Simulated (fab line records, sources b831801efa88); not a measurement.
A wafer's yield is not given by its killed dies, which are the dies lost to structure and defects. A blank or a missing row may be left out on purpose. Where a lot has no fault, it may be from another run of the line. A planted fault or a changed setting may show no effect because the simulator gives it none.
Which tool is to blame? -- flow sky130 -- 6 lots, 18 wafers sampled, at 3 steps of a route of 708

## WHAT EACH GAUGE READ, for each wafer
SKY_LDD_HVN_TW_MEAS_10.
lot,measured,on,LDD_HVN_TW
L359,day 20 22:40,film_metro-01,1430 1426 1436
L363,day 22 07:58,film_metro-03,1435 1433 1435
L362,day 22 12:11,film_metro-04,1441 1445 1432
L367,day 23 17:50,film_metro-03,1439 1430 1437
L370,day 24 23:28,film_metro-04,1431 1437 1438
L380,day 28 09:32,film_metro-04,1434 1435 1442

## TOOL THAT RAN EACH LOT (tool first, then ch and the chambers of the sampled wafers, then the start)
lot,SKY_LDD_P_STRIP_10,SKY_LDD_HVN_STRIP_09
L359,"plasma_asher-04 ch 0,1, day 19 15:17","plasma_asher-02 ch 0,1, day 20 22:34"
L363,"plasma_asher-02 ch 0,1, day 21 00:58","plasma_asher-02 ch 0,1, day 22 07:52"
L362,"plasma_asher-01 ch 0,1, day 21 04:58","plasma_asher-02 ch 0,1, day 22 12:05"
L367,"plasma_asher-02 ch 0,1, day 22 11:32","plasma_asher-03 ch 0,1, day 23 17:44"
L370,"plasma_asher-01 ch 0,1, day 23 16:58","plasma_asher-02 ch 0,1, day 24 23:22"
L380,"plasma_asher-01 ch 0,1, day 27 04:35","plasma_asher-03 ch 0, day 28 09:26"
- SKY_LDD_P_STRIP_10: strips in O2/N2.
- SKY_LDD_HVN_STRIP_09: strips in O2/N2.

## THE ANSWER, worked out from the rows above alone
Rule: the usual values come from the lots themselves. The widest of any qualifying gaps counts: lots, ordered by their means at a reading, are off when they make up no more than a third of the lots, leave a main group of 4 or more, and stand apart from it by 3 or more times the standard deviation of that group's means. The tables above print the reading to a certain number of digits; a main group whose means all agree to those digits is not used. Also off: a lot with no number at a reading for which 4 or more lots have one. Any other lot the step has rows for is counted as sound.
No lot is off on any of the readings shown, so nothing can be concluded from this.

## WHAT HAD BEEN PUT IN BY THE SIMULATOR
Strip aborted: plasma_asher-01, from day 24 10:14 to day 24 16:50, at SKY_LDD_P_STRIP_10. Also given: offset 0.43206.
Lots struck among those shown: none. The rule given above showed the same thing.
